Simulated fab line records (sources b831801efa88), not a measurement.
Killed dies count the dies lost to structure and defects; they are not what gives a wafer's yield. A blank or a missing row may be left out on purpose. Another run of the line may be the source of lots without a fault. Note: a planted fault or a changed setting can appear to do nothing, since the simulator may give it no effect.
Which tool did it?    flow sky130    18 wafers from 6 lots sampled at 2 of the route's 708 steps

WHAT THE GAUGES SHOWED, per wafer
SKY_VIA2_CD_MEAS_12: the cd target is 200 nm.
lot   measured      on        cdNm (nm)
L502  day 36 11:17  cdSem-01  200.4 200.2 199.3
L506  day 37 15:58  cdSem-02  201.1 200.0 200.5
L511  day 39 16:13  cdSem-02  200.7 200.3 199.5
L517  day 41 03:57  cdSem-02  198.4 198.7 200.3
L520  day 42 04:28  cdSem-02  201.9 201.0 200.9
L522  day 42 11:51  cdSem-01  200.0 200.0 199.3

WHAT TOOL EACH LOT RAN ON (gives the tool, then ch and the chambers of the sampled wafers, and finally the start)
lot   SKY_DNWELL_DEVELOP_06
L502  lithoTrack-03 ch 0, day 3 10:00
L506  lithoTrack-03 ch 0, day 4 09:00
L511  lithoTrack-01 ch 0, day 5 09:00
L517  lithoTrack-02 ch 0, day 6 21:00
L520  lithoTrack-01 ch 0, day 7 16:00
L522  lithoTrack-02 ch 0, day 7 23:00
- SKY_DNWELL_DEVELOP_06: develop time 60 s.

THE ANSWER, worked out from the rows above alone
Rule: what is usual is taken from the lots themselves. The widest of any qualifying gaps counts: lots, ordered by their means at a reading, are off when they make up no more than a third of the lots, leave a main group of 4 or more, and stand apart from it by 3 or more times the standard deviation of that group's means. The tables above print the reading to a certain number of digits; a main group whose means all agree to those digits is not used. Also off: a lot with no number at a reading for which 4 or more lots have one. Any other lot the step has rows for is counted as sound.
Nothing can be told from this: no lot is off at any reading shown.

WHAT THE SIMULATOR HAD INSERTED
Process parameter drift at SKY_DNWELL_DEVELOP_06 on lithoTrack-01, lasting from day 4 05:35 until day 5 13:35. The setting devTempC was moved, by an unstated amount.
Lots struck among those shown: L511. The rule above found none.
